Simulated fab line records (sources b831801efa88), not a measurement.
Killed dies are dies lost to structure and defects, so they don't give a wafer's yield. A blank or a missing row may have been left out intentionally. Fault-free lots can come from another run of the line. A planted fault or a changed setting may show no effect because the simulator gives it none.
fab line records ; flow sky130
record lots=5; wafers=15; last_day=50
route steps=708 shown METAL2@483
lots that met no fault: from a run of the same line without faults
start_h: start of the lot's first displayed wafer, in hours after the record's first day ; wait_h: hours since the lot's step before ; " unchanged from the row above ; L1.1+2: a row that stands for several wafers ; - no value present, or no start provided ; * or withheld: withheld ; < > ~ a bound
route shown NAME@n: names a module that has steps shown in the file, with the first one's number in the route ; usual: average and standard deviation across the fault-free wafers ; same: alike in all rows ; chamber/n: place in a boat ; sites: each site's reading ; _std_site: standard deviation across them ; _edge_site: mean of outer sites minus mean of inner sites ; radius_mm: how far each site lies from the wafer's centre ; mask NAME#n: copy n ; behind: the most recent tool/chamber to have shaped the wafer ; hold: why the lot was held/for how many hours/how that ended ; device: which transistor (n, p or np) failed to switch ; end of line: the tests these same wafers got at the end of their route ; a step with no rows: only its recipe ; killed: dies that structure and defects cost at the first sort, which is not the same as the wafer's yield ; map: the dies of a wafer, with x for killed, . for not killed, _ for no die there
set.NAME: the setting the step ran with; set.NAME@STEP: the setting that earlier step ran with ; model.NAME: the simulator's own value behind a step, which no gauge read
lots seen at some steps along the route; tables by step, rows by wafer
services: a tool's chamber out of use, with start hour (start_h, from the record's first day; less than 0 if before it), hours out, and reason
## steps
# step SKY_METAL2_SPUTTER_00
# recipe material=Ti; target_thk_nm=15; power_w=3000; time_s=10; chamber_pressure_pa=0.4
# step SKY_METAL2_SPUTTER_01
# recipe material=TiN; target_thk_nm=20; power_w=6500; time_s=16.7; chamber_pressure_pa=0.4
# usual throttle_valve_pct=30.2/0.93
lot.wafer;tool;chamber;start_h;wait_h;throttle_valve_pct
L989.1;pvd_sputter-04;-;787.00;0.0;31.4
L989.5;pvd_sputter-04;-;787.00;0.0;29.8
L989.6;pvd_sputter-04;-;787.00;0.0;31.1
L995.2;pvd_sputter-01;-;839.19;0.0;31.4
L995.4;pvd_sputter-01;-;839.19;0.0;29.1
L995.6;pvd_sputter-01;-;839.19;0.0;30.2
L101.1;pvd_sputter-01;-;886.63;0.0;28.6
L101.2;pvd_sputter-01;-;886.63;0.0;30.1
L101.3;pvd_sputter-01;-;886.63;0.0;29.2
L106.1;pvd_sputter-01;-;925.16;0.0;31.2
L106.4;pvd_sputter-01;-;925.16;0.0;28.6
L106.6;pvd_sputter-01;-;925.16;0.0;28.3
L112.1;pvd_sputter-03;-;959.89;0.0;30.3
L112.4;pvd_sputter-03;-;959.89;0.0;31.2
L112.5;pvd_sputter-03;-;959.89;0.0;31.4
# step SKY_METAL2_SPUTTER_02
# recipe material=AlCu; target_thk_nm=250; power_w=10600; time_s=13.3; chamber_pressure_pa=0.4
# usual throttle_valve_pct=30.2/0.92
lot.wafer;tool;chamber;start_h;wait_h;throttle_valve_pct
L989.1;pvd_sputter-04;-;787.03;0.0;31.4
L989.5;pvd_sputter-04;-;787.03;0.0;29.9
L989.6;pvd_sputter-04;-;787.03;0.0;31.4
L995.2;pvd_sputter-01;-;839.22;0.0;31.1
L995.4;pvd_sputter-01;-;839.22;0.0;29.1
L995.6;pvd_sputter-01;-;839.22;0.0;30.4
L101.1;pvd_sputter-01;-;886.66;0.0;28.5
L101.2;pvd_sputter-01;-;886.66;0.0;30.2
L101.3;pvd_sputter-01;-;886.66;0.0;29.2
L106.1;pvd_sputter-01;-;925.19;0.0;31.1
L106.4;pvd_sputter-01;-;925.19;0.0;28.4
L106.6;pvd_sputter-01;-;925.19;0.0;28.7
L112.1;pvd_sputter-03;-;959.92;0.0;30.4
L112.4;pvd_sputter-03;-;959.92;0.0;30.9
L112.5;pvd_sputter-03;-;959.92;0.0;31.4
# step SKY_METAL2_SPUTTER_03
# recipe material=Ti; target_thk_nm=5; power_w=3000; time_s=3.3; chamber_pressure_pa=0.4
# usual throttle_valve_pct=30.2/0.92
lot.wafer;tool;chamber;start_h;wait_h;throttle_valve_pct
L989.1;pvd_sputter-04;-;787.05;0.0;31.0
L989.5;pvd_sputter-04;-;787.05;0.0;30.1
L989.6;pvd_sputter-04;-;787.05;0.0;31.4
L995.2;pvd_sputter-01;-;839.24;0.0;31.0
L995.4;pvd_sputter-01;-;839.24;0.0;29.1
L995.6;pvd_sputter-01;-;839.24;0.0;30.4
L101.1;pvd_sputter-01;-;886.68;0.0;28.5
L101.2;pvd_sputter-01;-;886.68;0.0;30.4
L101.3;pvd_sputter-01;-;886.68;0.0;29.1
L106.1;pvd_sputter-01;-;925.21;0.0;31.4
L106.4;pvd_sputter-01;-;925.21;0.0;28.5
L106.6;pvd_sputter-01;-;925.21;0.0;28.3
L112.1;pvd_sputter-03;-;959.94;0.0;30.3
L112.4;pvd_sputter-03;-;959.94;0.0;31.5
L112.5;pvd_sputter-03;-;959.94;0.0;31.6
# step SKY_METAL2_SPUTTER_04
# recipe material=TiN; target_thk_nm=70; power_w=6500; time_s=58.3; chamber_pressure_pa=0.4
# step SKY_METAL2_RS_MEAS_05
# recipe thk_meas_gauge=four-point-probe; reads=TiN_of_METAL2_SPUTTER_04+Ti_of_METAL2_SPUTTER_03+AlCu_of_METAL2_SPUTTER_02+TiN_of_METAL2_SPUTTER_01+Ti_of_METAL2_SPUTTER_00
# usual METAL2_ALCU_RS=0.1266/0.0015
lot.wafer;tool;chamber;start_h;wait_h;METAL2_ALCU_RS[ohm/sq]
L989.1;film_metro-04;-;787.12;0.0;0.1247
L989.5;film_metro-04;-;787.12;0.0;0.1285
L989.6;film_metro-04;-;787.12;0.0;0.1244
L995.2;film_metro-03;-;839.33;0.0;0.1267
L995.4;film_metro-03;-;839.33;0.0;0.1264
L995.6;film_metro-03;-;839.33;0.0;0.1282
L101.1;film_metro-02;-;886.75;0.0;0.1253
L101.2;film_metro-02;-;886.75;0.0;0.1268
L101.3;film_metro-02;-;886.75;0.0;0.1252
L106.1;film_metro-02;-;925.28;0.0;0.1278
L106.4;film_metro-02;-;925.28;0.0;0.1261
L106.6;film_metro-02;-;925.28;0.0;0.1274
L112.1;film_metro-02;-;960.05;0.1;0.1254
L112.4;film_metro-02;-;960.05;0.1;0.1265
L112.5;film_metro-02;-;960.05;0.1;0.1260
# step SKY_METAL2_THK_MEAS_06
# recipe thk_meas_gauge=xrf; reads=AlCu_of_METAL2_SPUTTER_02
# usual METAL2_ALCU_THK=255.7/2.8
lot.wafer;tool;chamber;start_h;wait_h;METAL2_ALCU_THK[nm]
L989.1;film_metro-04;-;787.24;0.1;258.5
L989.5;film_metro-04;-;787.24;0.1;252.6
L989.6;film_metro-04;-;787.24;0.1;258.5
L995.2;film_metro-03;-;839.44;0.1;257.0
L995.4;film_metro-03;-;839.44;0.1;258.5
L995.6;film_metro-03;-;839.44;0.1;253.8
L101.1;film_metro-02;-;886.87;0.1;257.3
L101.2;film_metro-02;-;886.87;0.1;257.7
L101.3;film_metro-02;-;886.87;0.1;257.1
L106.1;film_metro-02;-;925.40;0.1;252.0
L106.4;film_metro-02;-;925.40;0.1;257.3
L106.6;film_metro-02;-;925.40;0.1;253.6
L112.1;film_metro-02;-;960.17;0.1;256.8
L112.4;film_metro-02;-;960.17;0.1;256.1
L112.5;film_metro-02;-;960.17;0.1;256.2
# step SKY_METAL2_DEHYDRATE_07
# recipe temp_c=200; time_s=60
# step SKY_METAL2_HMDS_08
# recipe prime_time_s=60; prime_temp_c=120
# step SKY_METAL2_COAT_09
# recipe resist=BARC; temp_c=withheld; time_s=withheld; spin_rpm=3000; resist_thk_nm=60
# step SKY_METAL2_COAT_10
# recipe resist=KrF-thick; spin_rpm=3000; resist_thk_nm=453.5
# step SKY_METAL2_SOFTBAKE_11
# recipe temp_c=100; time_s=90; resist=KrF-thick
# step SKY_METAL2_EXPOSE_12
# recipe mask_id=MM2; na=0.8; source_shape=annular; sigma_inner=0.55; sigma_outer=0.85; target_cd_nm=140; dose_mj=28
# usual exposure_dose_mJ_cm2=27.96/0.031; reticle_temp_C=22.97/0.11
lot.wafer;tool;chamber;start_h;wait_h;mask;exposure_dose_mJ_cm2;reticle_temp_C
L989.1;krf_scanner-01;0;799.86;-;MM2#0;27.95;22.96
L989.5;krf_scanner-01;0;799.86;-;MM2#0;27.97;23.00
L989.6;krf_scanner-01;0;799.86;-;MM2#0;27.94;22.96
L995.2;krf_scanner-01;0;852.13;-;MM2#0;27.93;22.61
L995.4;krf_scanner-01;0;852.13;-;MM2#0;27.94;22.83
L995.6;krf_scanner-01;0;852.13;-;MM2#0;27.97;22.85
L101.1;krf_scanner-02;0;900.39;-;MM2#0;27.97;22.71
L101.2;krf_scanner-02;0;900.39;-;MM2#0;27.94;22.91
L101.3;krf_scanner-02;0;900.39;-;MM2#0;27.97;22.90
L106.1;krf_scanner-02;0;937.21;-;MM2#0;25.80;23.05
L106.4;krf_scanner-02;0;937.21;-;MM2#0;25.79;23.01
L106.6;krf_scanner-02;0;937.21;-;MM2#0;25.79;22.82
L112.1;krf_scanner-01;0;971.79;-;MM2#0;27.99;22.89
L112.4;krf_scanner-01;0;971.79;-;MM2#0;27.98;23.14
L112.5;krf_scanner-01;0;971.79;-;MM2#0;27.96;22.83
# step SKY_METAL2_PEB_13
# recipe peb_temp_c=withheld; peb_time_s=withheld; resist=KrF-thick
# step SKY_METAL2_DEVELOP_14
# recipe develop_time_s=60; resist=KrF-thick; dev_temp_c=21
# step SKY_METAL2_CD_MEAS_15
# recipe target_cd_nm=140
# usual cd_nm=140.0/1.4
lot.wafer;tool;chamber;start_h;wait_h;cd_nm
L989.1;cd_sem-02;-;813.66;-;138.8
L989.5;cd_sem-02;-;813.66;-;138.8
L989.6;cd_sem-02;-;813.66;-;139.9
L995.2;cd_sem-02;-;864.73;-;141.7
L995.4;cd_sem-02;-;864.73;-;141.3
L995.6;cd_sem-02;-;864.73;-;141.7
L101.1;cd_sem-01;-;912.06;-;140.5
L101.2;cd_sem-01;-;912.06;-;140.9
L101.3;cd_sem-01;-;912.06;-;140.9
L106.1;cd_sem-02;-;949.71;-;112.9
L106.4;cd_sem-02;-;949.71;-;47.4
L106.6;cd_sem-02;-;949.71;-;-
L112.1;cd_sem-02;-;983.96;-;143.3
L112.4;cd_sem-02;-;983.96;-;143.4
L112.5;cd_sem-02;-;983.96;-;142.7
# step SKY_METAL2_OVL_MEAS_16
# usual METAL2_OVL=1/5.4
lot.wafer;tool;chamber;start_h;wait_h;METAL2_OVL[nm]
L989.1;overlay-01;-;813.78;0.1;-2
L989.5;overlay-01;-;813.78;0.1;4
L989.6;overlay-01;-;813.78;0.1;6
L995.2;overlay-02;-;864.84;0.1;-12
L995.4;overlay-02;-;864.84;0.1;-12
L995.6;overlay-02;-;864.84;0.1;1
L101.1;overlay-01;-;912.18;0.1;-5
L101.2;overlay-01;-;912.18;0.1;3
L101.3;overlay-01;-;912.18;0.1;8
L106.1;overlay-02;-;949.83;0.1;2
L106.4;overlay-02;-;949.83;0.1;0
L106.6;overlay-02;-;949.83;0.1;-
L112.1;overlay-02;-;984.08;0.1;9
L112.4;overlay-02;-;984.08;0.1;10
L112.5;overlay-02;-;984.08;0.1;5
# step SKY_METAL2_DESCUM_17
# recipe chemistry=O2; source_power_w=150; bias_power_w=0; pressure_mtorr=10; temp_c=40; time_s=8
# usual drypump_motor_current_A=5.45/0.21; oes_product_au=1.003/0.011
lot.wafer;tool;chamber;start_h;wait_h;drypump_motor_current_A;oes_product_au;rf_hours_counter_h;model.METAL2.cd_nm
L989.1;rie_metal-03;1;813.82;0.0;5.60;1.011;6;138.7
L989.5;rie_metal-03;0;813.82;0.0;5.60;0.992;-;138.6
L989.6;rie_metal-03;1;813.82;0.0;5.61;1.008;-;139.5
L995.2;rie_metal-03;1;864.87;0.0;5.57;1.017;7;141.7
L995.4;rie_metal-03;0;864.87;0.0;5.64;1.001;-;140.8
L995.6;rie_metal-03;0;864.87;0.0;5.63;1.000;-;140.7
L101.1;rie_metal-03;0;912.22;0.0;5.62;0.980;7;140.8
L101.2;rie_metal-03;1;912.22;0.0;5.59;0.997;9;141
L101.3;rie_metal-03;0;912.22;0.0;5.61;0.985;-;141.3
L106.1;rie_metal-02;0;949.87;0.0;5.68;0.989;18;112.1
L106.4;rie_metal-02;0;949.87;0.0;5.70;1.002;-;46.61
L106.6;rie_metal-02;1;949.87;0.0;5.46;1.013;-;156.3
L112.1;rie_metal-01;0;984.12;0.0;5.11;1.006;6;142.5
L112.4;rie_metal-01;0;984.12;0.0;5.11;1.004;-;142.7
L112.5;rie_metal-01;0;984.12;0.0;5.11;1.008;-;142.1
# step SKY_METAL2_ETCH_18
# recipe chemistry=N2/H2; target=BARC; ion_energy_ev=200; bias_w=100; pressure_mtorr=30; n2_flow_sccm=100; h2_flow_sccm=200; icp_w=500; stop_on=SiO2; time_s=45.9; target_depth_a=600
# usual bias_w=100.00/0.29; drypump_motor_current_A=5.47/0.21; oes_product_au=0.853/0.0045; throttle_valve_pct=13.226/0.008
lot.wafer;tool;chamber;start_h;wait_h;bias_w;drypump_motor_current_A;oes_product_au;rf_hours_counter_h;throttle_valve_pct
L989.1;rie_metal-03;1;813.85;0.0;100.26;5.61;0.853;6;13.223
L989.5;rie_metal-03;0;813.85;0.0;99.87;5.65;0.859;-;13.217
L989.6;rie_metal-03;1;813.85;0.0;100.10;5.63;0.847;-;13.231
L995.2;rie_metal-03;1;864.90;0.0;99.63;5.65;0.853;7;13.224
L995.4;rie_metal-03;0;864.90;0.0;100.16;5.66;0.855;-;13.212
L995.6;rie_metal-03;0;864.90;0.0;99.85;5.65;0.855;-;13.229
L101.1;rie_metal-03;0;912.25;0.0;100.42;5.64;0.858;7;13.232
L101.2;rie_metal-03;1;912.25;0.0;100.50;5.62;0.856;9;13.233
L101.3;rie_metal-03;0;912.25;0.0;100.10;5.63;0.855;-;13.214
L106.1;rie_metal-02;0;949.90;0.0;100.16;5.72;0.850;18;13.218
L106.4;rie_metal-02;0;949.90;0.0;100.09;5.67;0.853;-;13.235
L106.6;rie_metal-02;1;949.90;0.0;99.63;5.46;0.848;-;13.217
L112.1;rie_metal-01;0;984.18;0.1;99.78;5.13;0.851;6;13.242
L112.4;rie_metal-01;0;984.18;0.1;100.21;5.13;0.858;-;13.232
L112.5;rie_metal-01;0;984.18;0.1;99.71;5.15;0.849;-;13.212
# step SKY_METAL2_METAL_ETCH_19
# recipe target_depth_a=3600; stop_on=SiO2; over_etch_frac=0.3; time_s=78; chemistry=Cl2/BCl3; resist_sidewall_deg=88; pressure_mtorr=10; icp_w=900; bias_w=48.5; Cl2_flow_sccm=60; bcl3_flow_sccm=30
# usual bias_w=48.50/0.13; drypump_motor_current_A=5.45/0.21; oes_product_au=0.855/0.0054; throttle_valve_pct=22.264/0.009
lot.wafer;tool;chamber;start_h;wait_h;bias_w;drypump_motor_current_A;oes_product_au;rf_hours_counter_h;throttle_valve_pct;model.METAL2.cd_nm
L989.1;rie_metal-03;1;813.91;0.0;48.58;5.59;0.854;6;22.274;137.7
L989.5;rie_metal-03;0;813.91;0.0;48.60;5.61;0.854;-;22.270;138.4
L989.6;rie_metal-03;1;813.91;0.0;48.37;5.62;0.856;-;22.257;137.9
L995.2;rie_metal-03;1;864.96;0.0;48.48;5.60;0.852;7;22.233;141.2
L995.4;rie_metal-03;0;864.96;0.0;48.51;5.61;0.853;-;22.265;141.1
L995.6;rie_metal-03;0;864.96;0.0;48.33;5.64;0.857;-;22.263;140.9
L101.1;rie_metal-03;0;912.31;0.0;48.58;5.65;0.858;7;22.252;139.3
L101.2;rie_metal-03;1;912.31;0.0;48.55;5.63;0.858;9;22.262;139.8
L101.3;rie_metal-03;0;912.31;0.0;48.52;5.61;0.860;-;22.266;141.2
L106.1;rie_metal-02;0;949.96;0.0;48.27;5.62;0.854;18;22.268;110.6
L106.4;rie_metal-02;0;949.96;0.0;48.34;5.67;0.854;-;22.265;45.71
L106.6;rie_metal-02;1;949.96;0.0;48.53;5.44;0.860;-;22.257;155.8
L112.1;rie_metal-01;0;984.31;0.1;48.30;5.12;0.857;6;22.273;141.9
L112.4;rie_metal-01;0;984.31;0.1;48.59;5.12;0.860;-;22.266;142
L112.5;rie_metal-01;0;984.31;0.1;48.40;5.10;0.859;-;22.271;141.7
# step SKY_METAL2_STRIP_20
# recipe chemistry=O2/N2; power_w=1400; pressure_mtorr=1500; platen_temp_c=withheld; o2_flow_sccm=3000; n2_flow_sccm=300; overash_fraction=0.5
# usual drypump_motor_current_A=5.4/0.64; oes_product_au=0.344/0.0048; strip_time_to_endpoint_s=2.72/0.041
lot.wafer;tool;chamber;start_h;wait_h;drypump_motor_current_A;oes_product_au;rf_hours_counter_h;strip_time_to_endpoint_s
L989.1;plasma_asher-01;0;814.00;0.1;4.8;0.334;29;2.71
L989.5;plasma_asher-01;1;814.00;0.1;5.0;0.348;-;2.75
L989.6;plasma_asher-01;0;814.00;0.1;4.9;0.343;-;2.69
L995.2;plasma_asher-01;0;865.05;0.1;4.8;0.338;34;2.71
L995.4;plasma_asher-01;0;865.05;0.1;4.8;0.349;-;2.75
L995.6;plasma_asher-01;1;865.05;0.1;5.0;0.339;-;2.79
L101.1;plasma_asher-02;1;912.40;0.1;6.5;0.351;17;2.77
L101.2;plasma_asher-02;0;912.40;0.1;5.8;0.340;17;2.69
L101.3;plasma_asher-02;1;912.40;0.1;6.5;0.341;-;2.79
L106.1;plasma_asher-01;1;950.05;0.1;5.0;0.342;43;2.74
L106.4;plasma_asher-01;0;950.05;0.1;4.8;0.341;-;2.72
L106.6;plasma_asher-01;1;950.05;0.1;5.0;0.350;-;2.67
L112.1;plasma_asher-02;1;984.49;0.1;6.4;0.349;25;2.75
L112.4;plasma_asher-02;0;984.49;0.1;5.8;0.342;-;2.77
L112.5;plasma_asher-02;1;984.49;0.1;6.5;0.339;-;2.74
## services
tool;chamber;start_h;hours;kind
pvd_sputter-04;-;766.76;3.1;repair
krf_scanner-01;-;769.07;0.8;pm
krf_scanner-01;-;775.37;0.4;repair
plasma_asher-01;-;778.95;2.8;pm
rie_metal-02;-;779.99;0.4;repair
krf_scanner-02;-;782.73;1.0;pm
krf_scanner-02;-;788.07;0.6;repair
rie_metal-03;0;794.14;15.6;repair
krf_scanner-02;-;799.14;1.3;pm
rie_metal-02;-;800.46;2.8;pm
plasma_asher-02;-;810.31;1.3;repair
pvd_sputter-01;-;840.20;2.1;repair
rie_metal-03;1;841.16;13.1;repair
pvd_sputter-03;-;888.76;3.9;repair
krf_scanner-01;-;902.74;3.6;pm
krf_scanner-01;-;907.05;1.0;pm
rie_metal-01;1;925.51;7.2;repair
pvd_sputter-01;-;932.96;5.0;repair
krf_scanner-01;-;937.87;0.8;pm
krf_scanner-01;-;938.62;1.3;pm
pvd_sputter-01;-;941.20;2.6;repair
rie_metal-03;1;947.00;2.8;repair
rie_metal-01;1;971.59;47.0;repair
plasma_asher-01;-;983.19;2.0;repair
## key
first_sign step=SKY_METAL2_EXPOSE_12; reading=exposure_dose_mJ_cm2; direction=down; sigmas=69; usual=*; struck=*
effect step=SKY_METAL2_CD_MEAS_15; reading=cd_nm; direction=down; sigmas=42; usual=140.0; struck=80.1; through=control_loop
model_effect step=SKY_METAL2_DESCUM_17; value=METAL2.cd_nm; without=139.7; struck=105
model_effect step=SKY_METAL2_METAL_ETCH_19; value=METAL2.cd_nm; without=138.7; struck=104
met_at SKY_METAL2_EXPOSE_12
struck_wafers L106.1,L106.4,L106.6
later_rows_left_out L106.1,L106.4,L106.6
sort_left_out L106.1,L106.4,L106.6
loop_trim step=SKY_METAL2_EXPOSE_12; setting=dose; lots=L106
onset_between 900.39 937.21
fault kind=process_parameter_drift; tool=krf_scanner-02; chamber=-; onset_h=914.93; steps=SKY_METAL2_EXPOSE_12; channel=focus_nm; offset=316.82; spread_by_wafer=0.3; shape=step; end_h=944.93
# sort_left_out: the simulated sort isn't trusted on such a fault, so these wafers' sort isn't shown, and their yield isn't known
# later_rows_left_out: the simulator's readings of these wafers behind a module that went badly wrong aren't trusted and aren't shown, but for the sort
# loop_trim: a control loop set the setting to another value than it would have without faults
